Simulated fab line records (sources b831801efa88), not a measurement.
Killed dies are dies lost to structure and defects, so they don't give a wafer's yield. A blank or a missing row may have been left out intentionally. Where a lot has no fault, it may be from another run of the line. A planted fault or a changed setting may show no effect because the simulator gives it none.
fab line records    flow sfqLine
[record] lots = 5  wafers = 15  lastDay = 93
route steps=325 shown M0@32 I0@43 M1@58 I1@73 M8@325
lots untouched by any fault: they come from a run of this same line in which no faults occurred
startH: hours from the record's opening day to when the first of the lot's shown wafers began    waitH: hours elapsed since this lot's preceding step    " the same as in the row above    L1.1+2: a single row standing in for several wafers    - either no value or no given start    * or withheld: withheld    < > ~ a bound
route shown NAME@n: a module of which the file shows steps, and the number in the route of the first    usual: mean/standard deviation taken from wafers without a fault    same: alike in all rows    chamber/n: place in a boat    sites: per-site readings    _std_site: the standard deviation of these    _edge_site: mean of outer sites minus mean of inner sites    radiusMm: how far each site lies from the wafer's centre    mask NAME#n: copy n    behind: the tool/chamber that last shaped the wafer    hold: what put the lot on hold/how long, in hours/how the hold closed    device: whichever transistor did not switch (one of n, p or np)    end of line: at the end of the route, the tests of the same wafers    a step given without rows: its recipe and nothing more    killed: dies that structure and defects cost at the first sort, which is not the same as the wafer's yield    map: per-die view of a wafer (x killed, . not killed, _ where there is no die)
set.NAME: the setting as run; set.NAME@STEP: as run at that earlier step    model.NAME: the simulator's own value behind a step, which no gauge read
lots at selected steps of the route; one table per step, one row per wafer
services: the hour from which a tool's chamber was out of use, counted from the record's first day as startH (under 0 if before that day), plus the number of hours and why
[[steps]]
[step SFQ_TRILAYER_M0_LITHO_COAT_026]
[recipe] resist = BARC  spinRpm = 3000  resistThkNm = 62
[step SFQ_TRILAYER_M0_LITHO_COAT_021]
[recipe] resist = KrF  spinRpm = 3000  resistThkNm = 600
[step SFQ_TRILAYER_M0_LITHO_SOFTBAKE_025]
[recipe] tempC = withheld  timeS = withheld  resist = KrF
[step SFQ_TRILAYER_M0_LITHO_EXPOSE_022]
[recipe] maskId = M0  na = 0.6  sourceShape = conventional  sigmaOuter = 0.65  targetCdNm = 500  doseMj = 14.4
[step SFQ_TRILAYER_M0_LITHO_PEB_024]
[recipe] pebTempC = 115  pebTimeS = 60  resist = KrF
[step SFQ_TRILAYER_M0_LITHO_DEVELOP_023]
[recipe] timeS = 60  resist = KrF
[step SFQ_M0_OVL_MEAS_906]
[usual] M0_OVL = 2/6
lot.wafer  tool        chamber  startH  waitH  M0_OVL[nm]
L619.1     overlay-01  -        223.46  0.1    4
L619.4     "           -        "       "      6
L619.5     "           -        "       "      5
L624.2     overlay-01  -        261.87  0.1    -2
L624.5     "           -        "       "      -14
L624.6     "           -        "       "      1
L634.1     overlay-02  -        350.74  0.1    11
L634.4     "           -        "       "      8
L634.6     "           -        "       "      7
L639.1     overlay-01  -        412.19  0.1    -4
L639.3     "           -        "       "      -1
L639.6     "           -        "       "      -6
L641.2     overlay-01  -        441.77  0.1    1
L641.4     "           -        "       "      -3
L641.5     "           -        "       "      1
[step SFQ_TRILAYER_M0_BARC_OPEN_METAL_ETCH_031]
[recipe] maskMaterial = PR  chemistry = O2  targetDepthNm = 125  target = BARC  icpW = 600  biasW = 80  pressureMtorr = 10  timeS = 41.7
[step SFQ_TRILAYER_M0_ETCH_METAL_ETCH_024]
[recipe] target = Nb  stopOn = SiO2  maskMaterial = PR  chemistry = Cl2/Ar  targetDepthNm = 240  icpW = 600  biasW = 80  pressureMtorr = 10  timeS = 120
[step SFQ_TRILAYER_M0_STRIP_STRIP_025]
[recipe] gas = O2  powerW = 200  platenTempC = 40  overashFraction = 0.65  chemistry = O2  pressureMtorr = 50
[step SFQ_TRILAYER_M0_STRIP_SOLV_CLEAN_026]
[recipe] chemistry = NMP  tempC = 70  timeS = 600
[step SFQ_TRILAYER_I0_DEP_PECVD_027]
[recipe] material = SiO2  tempC = 150  timeS = 111.11  pressureTorr = 2.4  rfW = 183.3  precursor = SiH4/N2O  targetThkNm = 500
[usual] chamberPressureTorr = 2.401/0.005  heaterPowerOuterW = 30/6.9  heaterPowerW = 81/11  rfFwdPowerW = 182.4/0.57  throttleValvePct = 24.7/1.2
lot.wafer  tool      chamber  startH  waitH  chamberPressureTorr  heaterPowerOuterW  heaterPowerW  rfFwdPowerW  throttleValvePct
L619.1     pecvd-03  2        224.47  0.0    2.405                28                 83            182.7        23.1
L619.4     "         2        "       "      2.402                30                 85            183.1        23.1
L619.5     "         0        "       "      2.399                43                 104           182.3        24.7
L624.2     pecvd-02  0        262.86  0.0    2.396                41                 101           181.9        23.8
L624.5     "         0        "       "      2.398                42                 102           181.9        23.3
L624.6     "         2        "       "      2.410                11                 60            182.2        22.9
L634.1     pecvd-03  0        351.75  0.0    2.397                35                 92            183.6        25.1
L634.4     "         2        "       "      2.403                27                 81            182.9        23.4
L634.6     "         0        "       "      2.404                36                 97            183.0        25.0
L639.1     pecvd-04  1        413.45  0.0    2.403                27                 75            182.2        25.0
L639.3     "         0        "       "      2.400                33                 86            183.5        25.3
L639.6     "         0        "       "      2.401                35                 89            181.8        25.4
L641.2     pecvd-04  0        442.94  0.0    2.403                38                 92            181.9        25.5
L641.4     "         1        "       "      2.405                26                 74            182.0        25.2
L641.5     "         0        "       "      2.400                25                 76            182.4        25.3
[step SFQ_TRILAYER_I0_CMP_CMP_028]
[recipe] material = SiO2  downForcePsi = 3  platenRpm = 60  padVelocityMS = 0.94248
[usual] motorCurrentA = 10.5/1.2  slurryFilterDpKPa = 13.51/0.14  slurryFlowMlMin = 150.0/0.53  timeToEndpointS = 216/6.7
lot.wafer  tool    chamber  startH  waitH  motorCurrentA  slurryFilterDpKPa  slurryFlowMlMin  timeToEndpointS  model.SiO2_of_TRILAYER_I0_DEP_PECVD_027.thkNm
L619.4     cmp-02  2        224.55  0.0    10.1           13.74              149.9            229              200.7
L619.1     "       1        226.05  1.5    9.4            13.64              150.0            220              200.9
L619.5     "       2        "       "      9.5            13.43              149.5            225              200.7
L624.2     cmp-01  0        268.26  5.4    10.5           13.36              149.3            215              199.8
L624.6     "       1        "       "      10.8           13.79              148.8            237              201.2
L624.5     "       2        "       "      11.5           13.37              149.6            223              201.6
L634.1     cmp-02  3        353.52  1.7    9.8            13.63              149.8            273              302.4
L634.4     "       1        354.52  2.7    9.5            13.60              149.6            282              306.9
L634.6     "       2        "       "      9.1            13.41              149.9            221              200.7
L639.3     cmp-01  0        413.67  0.2    11.4           13.38              150.6            211              199.1
L639.1     "       1        "       "      10.7           13.55              149.3            216              200.4
L639.6     "       0        415.67  2.1    10.4           13.58              149.1            217              201.2
L641.4     cmp-01  1        443.01  0.0    10.6           13.24              148.8            224              199.7
L641.2     "       2        "       "      11.3           13.61              150.3            205              198.8
L641.5     "       2        445.51  2.5    11.4           13.53              149.8            209              198.4
[step SFQ_I0_BOW_MEAS_907]
[recipe] mode = bow
[usual] I0_BOW = 1/7.2
lot.wafer  tool          chamber  startH  waitH  I0_BOW[um]
L619.1     filmMetro-03  -        227.55  1.0    3
L619.4     "             -        "       "      10
L619.5     "             -        "       "      -7
L624.2     filmMetro-03  -        269.78  1.0    -5
L624.5     "             -        "       "      -9
L624.6     "             -        "       "      -3
L634.1     filmMetro-04  -        356.02  2.0    8
L634.4     "             -        "       "      0
L634.6     "             -        "       "      1
L639.1     filmMetro-03  -        416.67  2.0    -1
L639.3     "             -        "       "      6
L639.6     "             -        "       "      20
L641.2     filmMetro-03  -        446.03  2.0    2
L641.4     "             -        "       "      -4
L641.5     "             -        "       "      -8
[step SFQ_TRILAYER_I0_METRO_MEASURE_029]
[usual] thkNm = 200.4/0.97
lot.wafer  tool          chamber  startH  waitH  thkNm
L619.1     filmMetro-03  -        227.67  0.1    200.8
L619.4     "             -        "       "      200.5
L619.5     "             -        "       "      200.7
L624.2     filmMetro-03  -        270.08  0.3    199.8
L624.5     "             -        "       "      201.8
L624.6     "             -        "       "      201.1
L634.1     filmMetro-04  -        356.14  0.1    302.6
L634.4     "             -        "       "      307.1
L634.6     "             -        "       "      200.9
L639.1     filmMetro-03  -        416.79  0.1    200.5
L639.3     "             -        "       "      199.1
L639.6     "             -        "       "      201.3
L641.2     filmMetro-03  -        446.33  0.3    198.8
L641.4     "             -        "       "      199.6
L641.5     "             -        "       "      198.3
[step SFQ_TRILAYER_I0_VIA_LITHO_COAT_036]
[recipe] resist = BARC  spinRpm = 3000  resistThkNm = 62
[step SFQ_TRILAYER_I0_VIA_LITHO_COAT_031]
[recipe] resist = KrF  spinRpm = 3000  resistThkNm = 650
[step SFQ_TRILAYER_I0_VIA_LITHO_SOFTBAKE_035]
[recipe] tempC = withheld  timeS = withheld  resist = KrF
[step SFQ_TRILAYER_I0_VIA_LITHO_EXPOSE_032]
[recipe] maskId = I0  na = 0.6  sourceShape = conventional  sigmaOuter = 0.65  targetCdNm = 500  doseMj = 21.3
[step SFQ_TRILAYER_I0_VIA_LITHO_PEB_034]
[recipe] pebTempC = 115  pebTimeS = 60  resist = KrF
[step SFQ_TRILAYER_I0_VIA_LITHO_DEVELOP_033]
[recipe] timeS = 60  resist = KrF
[step SFQ_I0_OVL_MEAS_908]
[usual] I0_OVL = 3/5
lot.wafer  tool        chamber  startH  waitH  I0_OVL[nm]
L619.1     overlay-02  -        333.50  0.1    6
L619.4     "           -        "       "      5
L619.5     "           -        "       "      7
L624.2     overlay-02  -        379.80  0.1    16
L624.5     "           -        "       "      0
L624.6     "           -        "       "      11
L634.1     overlay-01  -        507.79  0.1    4
L634.4     "           -        "       "      2
L634.6     "           -        "       "      5
L639.1     overlay-01  -        584.69  0.1    6
L639.3     "           -        "       "      5
L639.6     "           -        "       "      -1
L641.2     overlay-02  -        603.49  0.1    11
L641.4     "           -        "       "      6
L641.5     "           -        "       "      3
[step SFQ_TRILAYER_I0_VIA_BARC_OPEN_VIA_ETCH_046]
[recipe] maskMaterial = PR  chemistry = O2  targetDepthNm = 125  target = BARC  sourceW = 500  biasW = 80  pressureMtorr = 30  timeS = 41.7
[step SFQ_TRILAYER_I0_VIA_ETCH_VIA_ETCH_034]
[recipe] target = SiO2  stopOn = Nb  maskMaterial = PR  taperDeg = 20  chemistry = CHF3  targetDepthNm = 260  sourceW = 500  biasW = 80  pressureMtorr = 30  timeS = withheld
[usual] drypumpMotorCurrentA = 5.9/0.51  oesProductAu = 0.855/0.0045  rfFwdPowerW = 498.1/1.5
lot.wafer  tool        chamber  startH  waitH  drypumpMotorCurrentA  oesProductAu  rfFwdPowerW  model.I0.featureDepthNm  model.etch.depthNm
L619.1     rieDiel-03  2        333.57  0.0    6.3                   0.858         498.7        200.9                    200.9
L619.4     "           2        "       "      6.2                   0.853         500.2        200.7                    200.7
L619.5     "           3        "       "      4.9                   0.857         498.2        200.7                    200.7
L624.2     rieDiel-02  0        379.87  0.0    6.3                   0.853         497.9        199.8                    199.8
L624.5     "           3        "       "      6.2                   0.858         498.2        201.6                    201.6
L624.6     "           2        "       "      5.7                   0.851         497.9        201.2                    201.2
L634.1     rieDiel-03  3        507.87  0.0    4.9                   1.002         498.3        261.2                    261.2
L634.4     "           1        "       "      5.7                   0.993         495.5        255.8                    255.8
L634.6     "           3        "       "      4.9                   0.855         500.4        200.7                    200.7
L639.1     rieDiel-03  3        584.76  0.0    4.9                   0.864         499.7        200.4                    200.4
L639.3     "           0        "       "      5.7                   0.844         497.0        199.1                    199.1
L639.6     "           2        "       "      6.3                   0.858         496.4        201.2                    201.2
L641.2     rieDiel-01  0        603.56  0.0    5.8                   0.854         496.9        198.8                    198.8
L641.4     "           2        "       "      5.1                   0.856         496.0        199.7                    199.7
L641.5     "           2        "       "      5.1                   0.848         495.1        198.4                    198.4
[step SFQ_TRILAYER_I0_VIA_STRIP_STRIP_035]
[recipe] gas = O2  powerW = 200  platenTempC = 40  overashFraction = 0.65  chemistry = O2  pressureMtorr = 50
[step SFQ_TRILAYER_I0_VIA_STRIP_SOLV_CLEAN_036]
[recipe] chemistry = NMP  tempC = 70  timeS = 600
[step SFQ_TRILAYER_M1_DEP_PRE_CLEAN_038]
[recipe] gas = Ar  timeS = 22.5  biasV = 250
lot.wafer  tool           chamber  startH  waitH  model.SiO2_of_TRILAYER_I0_DEP_PECVD_027.thkNm
L619.1     pvdSputter-06  -        334.46  0.0    193.4
L619.4+5   "              -        "       "      193.2
L624.2     pvdSputter-06  -        380.76  0.0    192.3
L624.5     "              -        "       "      194.1
L624.6     "              -        "       "      193.7
L634.1     pvdSputter-04  -        508.77  0.0    294.9
L634.4     "              -        "       "      299.4
L634.6     "              -        "       "      193.2
L639.1     pvdSputter-04  -        585.65  0.0    192.9
L639.3     "              -        "       "      191.6
L639.6     "              -        "       "      193.7
L641.2     pvdSputter-03  -        604.44  0.0    191.3
L641.4     "              -        "       "      192.2
L641.5     "              -        "       "      190.9
[step SFQ_TRILAYER_M1_DEP_SPUTTER_037]
[recipe] material = Nb  basePressurePa = 1.33e-06  chamberPressurePa = 0.1333  substrateTempC = 20  resputterCathodeVoltageV = 400  targetThkNm = 200  powerW = 2000  timeS = 133.3
[usual] substrateTempC = 20.00/0.11  throttleValvePct = 29.7/0.91
lot.wafer  tool           chamber  startH  waitH  substrateTempC  throttleValvePct
L619.1     pvdSputter-06  -        334.49  0.0    20.12           29.8
L619.4     "              -        "       "      19.95           29.8
L619.5     "              -        "       "      19.86           29.8
L624.2     pvdSputter-06  -        380.78  0.0    20.15           28.4
L624.5     "              -        "       "      19.98           29.6
L624.6     "              -        "       "      20.30           28.2
L634.1     pvdSputter-04  -        508.80  0.0    20.01           31.4
L634.4     "              -        "       "      20.05           30.4
L634.6     "              -        "       "      20.03           30.2
L639.1     pvdSputter-04  -        585.68  0.0    19.79           28.7
L639.3     "              -        "       "      20.13           30.3
L639.6     "              -        "       "      19.84           31.4
L641.2     pvdSputter-03  -        604.47  0.0    20.17           28.5
L641.4     "              -        "       "      19.94           29.7
L641.5     "              -        "       "      20.09           28.3
[step SFQ_M1_RS_MEAS_909]
[recipe] thkMeasGauge = four-point-probe  reads = Nb_of_TRILAYER_M1_DEP_SPUTTER_037
[usual] M1_NB_RS = 0.887/0.0081
lot.wafer  tool          chamber  startH  waitH  M1_NB_RS[ohm/sq]
L619.1     filmMetro-04  -        334.58  0.0    0.890
L619.4     "             -        "       "      0.886
L619.5     "             -        "       "      0.888
L624.2     filmMetro-03  -        380.90  0.1    0.895
L624.5     "             -        "       "      0.889
L624.6     "             -        "       "      0.898
L634.1     filmMetro-04  -        508.89  0.0    0.881
L634.4     "             -        "       "      0.890
L634.6     "             -        "       "      0.887
L639.1     filmMetro-04  -        585.77  0.0    0.886
L639.3     "             -        "       "      0.886
L639.6     "             -        "       "      0.889
L641.2     filmMetro-01  -        604.58  0.1    0.889
L641.4     "             -        "       "      0.902
L641.5     "             -        "       "      0.892
[step SFQ_TRILAYER_M1_LITHO_COAT_044]
[recipe] resist = BARC  spinRpm = 3000  resistThkNm = 62
[step SFQ_TRILAYER_M1_LITHO_COAT_039]
[recipe] resist = KrF  spinRpm = 3000  resistThkNm = 600
[step SFQ_TRILAYER_M1_LITHO_SOFTBAKE_043]
[recipe] tempC = withheld  timeS = withheld  resist = KrF
[step SFQ_TRILAYER_M1_LITHO_EXPOSE_040]
[recipe] maskId = M1  na = 0.6  sourceShape = conventional  sigmaOuter = 0.65  targetCdNm = 500  doseMj = 14.4
[step SFQ_TRILAYER_M1_LITHO_PEB_042]
[recipe] pebTempC = 115  pebTimeS = 60  resist = KrF
[step SFQ_TRILAYER_M1_LITHO_DEVELOP_041]
[recipe] timeS = 60  resist = KrF
[step SFQ_M1_OVL_MEAS_911]
[usual] M1_OVL = 1/4.9
lot.wafer  tool        chamber  startH  waitH  M1_OVL[nm]
L619.1     overlay-02  -        482.02  0.1    7
L619.4     "           -        "       "      5
L619.5     "           -        "       "      1
L624.2     overlay-01  -        537.90  0.1    9
L624.5     "           -        "       "      10
L624.6     "           -        "       "      0
L634.1     overlay-01  -        625.07  0.1    -4
L634.4     "           -        "       "      1
L634.6     "           -        "       "      -2
L639.1     overlay-02  -        631.07  0.1    -3
L639.3     "           -        "       "      -1
L639.6     "           -        "       "      -2
L641.2     overlay-02  -        633.48  0.1    -5
L641.4     "           -        "       "      -3
L641.5     "           -        "       "      -5
[step SFQ_TRILAYER_M1_BARC_OPEN_METAL_ETCH_054]
[recipe] maskMaterial = PR  chemistry = O2  targetDepthNm = 125  target = BARC  icpW = 600  biasW = 80  pressureMtorr = 10  timeS = 41.7
[usual] drypumpMotorCurrentA = 5.9/0.35  oesProductAu = 0.685/0.0041  rfFwdPowerW = 592.1/2.3
lot.wafer  tool         chamber  startH  waitH  drypumpMotorCurrentA  oesProductAu  rfFwdPowerW  rfHoursCounterH
L619.1     rieMetal-03  0        482.06  0.0    5.4                   0.689         591.4        103
L619.4     "            0        "       "      5.4                   0.690         590.2        -
L619.5     "            0        "       "      5.4                   0.691         592.1        -
L624.2     rieMetal-03  0        537.93  0.0    5.4                   0.689         588.8        111
L624.5     "            1        "       "      6.3                   0.682         589.5        -
L624.6     "            0        "       "      5.5                   0.685         590.4        -
L634.1     rieMetal-03  0        625.11  0.0    5.4                   0.688         591.4        123
L634.4     "            0        "       "      5.4                   0.683         591.8        -
L634.6     "            0        "       "      5.4                   0.683         589.5        -
L639.1     rieMetal-04  1        631.11  0.0    6.3                   0.684         596.2        136
L639.3     "            1        "       "      6.3                   0.688         595.0        -
L639.6     "            1        "       "      6.2                   0.673         594.2        -
L641.2     rieMetal-04  1        633.51  0.0    6.2                   0.689         595.8        136
L641.4     "            1        "       "      6.2                   0.688         594.4        -
L641.5     "            1        "       "      6.3                   0.684         596.9        -
[step SFQ_TRILAYER_M1_ETCH_METAL_ETCH_042]
[recipe] target = Nb  stopOn = SiO2  maskMaterial = PR  chemistry = Cl2/Ar  targetDepthNm = 240  icpW = 600  biasW = 80  pressureMtorr = 10  timeS = 120
[usual] drypumpMotorCurrentA = 5.9/0.35  oesProductAu = 0.896/0.0068  rfFwdPowerW = 595.8/2
lot.wafer  tool         chamber  startH  waitH  drypumpMotorCurrentA  oesProductAu  rfFwdPowerW  rfHoursCounterH
L619.1     rieMetal-03  0        482.12  0.0    5.5                   0.893         595.3        103
L619.4     "            0        "       "      5.5                   0.897         593.4        -
L619.5     "            0        "       "      5.5                   0.903         592.3        -
L624.2     rieMetal-03  0        537.99  0.0    5.4                   0.894         594.0        111
L624.5     "            1        "       "      6.3                   0.904         597.3        -
L624.6     "            0        "       "      5.4                   0.892         594.3        -
L634.1     rieMetal-03  0        625.17  0.0    5.4                   0.899         594.8        123
L634.4     "            0        "       "      5.4                   0.892         593.1        -
L634.6     "            0        "       "      5.4                   0.899         596.5        -
L639.1     rieMetal-04  1        631.17  0.0    6.3                   0.897         597.5        136
L639.3     "            1        "       "      6.3                   0.897         595.4        -
L639.6     "            1        "       "      6.3                   0.900         595.1        -
L641.2     rieMetal-04  1        633.57  0.0    6.2                   0.894         600.2        136
L641.4     "            1        "       "      6.3                   0.883         598.3        -
L641.5     "            1        "       "      6.2                   0.891         599.0        -
[step SFQ_TRILAYER_M1_STRIP_STRIP_043]
[recipe] gas = O2  powerW = 200  platenTempC = 40  overashFraction = 0.65  chemistry = O2  pressureMtorr = 50
[step SFQ_TRILAYER_M1_STRIP_SOLV_CLEAN_044]
[recipe] chemistry = NMP  tempC = 70  timeS = 600
[step SFQ_TRILAYER_I1_DEP_PECVD_045]
[recipe] material = SiO2  tempC = 150  timeS = 111.11  pressureTorr = 2.4  rfW = 183.3  precursor = SiH4/N2O  targetThkNm = 500
[usual] chamberPressureTorr = 2.399/0.0051  heaterPowerOuterW = 31/5.9  heaterPowerW = 84/10  rfFwdPowerW = 182.6/0.62  throttleValvePct = 24.2/1.2
lot.wafer  tool      chamber  startH  waitH  chamberPressureTorr  heaterPowerOuterW  heaterPowerW  rfFwdPowerW  throttleValvePct
L619.1     pecvd-01  1        483.02  0.0    2.404                37                 97            182.3        24.3
L619.4     "         1        "       "      2.390                38                 99            182.0        24.0
L619.5     "         0        "       "      2.397                26                 78            183.2        26.3
L624.2     pecvd-04  0        538.89  0.0    2.393                39                 91            182.6        25.2
L624.5     "         1        "       "      2.402                28                 76            182.9        25.1
L624.6     "         0        "       "      2.397                26                 75            181.6        25.6
L634.1     pecvd-03  2        626.07  0.0    2.397                22                 75            183.1        23.6
L634.4     "         1        "       "      2.399                32                 82            181.9        24.6
L634.6     "         0        "       "      2.390                42                 102           183.4        25.7
L639.1     pecvd-04  1        632.09  0.0    2.398                28                 79            181.7        22.6
L639.3     "         2        "       "      2.402                27                 73            183.3        24.1
L639.6     "         2        "       "      2.403                29                 75            182.6        24.4
L641.2     pecvd-01  1        634.49  0.0    2.395                33                 94            181.5        24.3
L641.4     "         2        "       "      2.396                25                 80            181.3        23.3
L641.5     "         0        "       "      2.397                37                 93            182.3        26.1
[step SFQ_M8_BOW_MEAS_951]
[recipe] mode = bow
[usual] M8_BOW = 8/12
lot.wafer  tool          chamber  startH   waitH  M8_BOW[um]  model.etest.i0.linkOhm
L619.1     filmMetro-04  -        2054.08  0.0    18          1.982
L619.4     "             -        "        "      25          1.962
L619.5     "             -        "        "      9           1.968
L624.2     filmMetro-03  -        2125.69  0.0    -6          1.96
L624.5     "             -        "        "      -12         1.954
L624.6     "             -        "        "      -5          1.967
L634.1     filmMetro-02  -        2165.41  0.0    -3          1e+06
L634.4     "             -        "        "      -10         1e+06
L634.6     "             -        "        "      -10         1.977
L639.1     filmMetro-02  -        2211.79  0.0    9           1.962
L639.3     "             -        "        "      16          1.965
L639.6     "             -        "        "      28          1.966
L641.2     filmMetro-02  -        2220.23  0.0    -8          1.976
L641.4     "             -        "        "      -14         1.987
L641.5     "             -        "        "      -17         1.975
[[services]]
tool           chamber  startH  hours  kind
filmMetro-03   -        209.83  1.4    pm
cmp-01         -        218.28  1.1    repair
filmMetro-03   -        239.85  2.7    pm
rieMetal-03    1        247.40  6.9    repair
pecvd-03       -        265.54  14.6   pm
pvdSputter-06  -        265.71  9.9    repair
pecvd-04       -        274.95  1.3    repair
rieMetal-03    0        303.00  11.5   repair
pvdSputter-04  -        319.85  0.8    repair
pecvd-04       2        367.33  4.4    repair
pvdSputter-04  -        380.56  4.3    repair
rieMetal-04    -        388.99  1.4    pm
pvdSputter-06  -        398.62  2.3    repair
filmMetro-03   -        417.99  0.7    pm
pvdSputter-04  -        421.94  4.6    repair
pvdSputter-04  -        429.73  4.9    repair
filmMetro-03   -        454.83  0.6    pm
pvdSputter-06  -        481.41  14.1   repair
filmMetro-03   -        484.85  1.0    pm
pecvd-04       -        501.10  12.0   repair
rieMetal-04    1        504.60  2.9    repair
rieMetal-03    -        525.62  2.8    pm
pvdSputter-06  -        563.19  0.5    repair
pecvd-04       -        563.75  14.0   pm
[[key]]
[firstSign] step = SFQ_TRILAYER_I0_CMP_CMP_028  reading = timeToEndpointS  direction = up  sigmas = 9.2  usual = *  struck = *
[effect] step = SFQ_TRILAYER_I0_METRO_MEASURE_029  reading = thkNm  direction = up  sigmas = 99+  usual = 200.4  struck = 304.8
[effect] step = SFQ_TRILAYER_I0_VIA_ETCH_VIA_ETCH_034  reading = oesProductAu  direction = up  sigmas = 32  usual = 0.855  struck = 0.997
[modelEffect] step = SFQ_TRILAYER_I0_CMP_CMP_028  value = SiO2_of_TRILAYER_I0_DEP_PECVD_027.thkNm  without = 200.3  struck = 304.7
[modelEffect] step = SFQ_TRILAYER_I0_VIA_ETCH_VIA_ETCH_034  value = I0.featureDepthNm  without = 200.3  struck = 258.5
[modelEffect] step = SFQ_TRILAYER_M1_DEP_PRE_CLEAN_038  value = SiO2_of_TRILAYER_I0_DEP_PECVD_027.thkNm  without = 192.8  struck = 297.2
[modelEffect] step = SFQ_M8_BOW_MEAS_951  value = etest.i0.linkOhm  without = 1.965  struck = 1e+06
metAt SFQ_TRILAYER_I0_CMP_CMP_028
struckWafers L634.1,L634.4
onsetBetween 224.55 353.52
[fault] kind = processParameterDrift  tool = cmp-02  chamber = -  onsetH = 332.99  steps = SFQ_TRILAYER_I0_CMP_CMP_028  channel = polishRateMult  offset = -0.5  shape = step  endH = 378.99  scope = struckWafersOnly
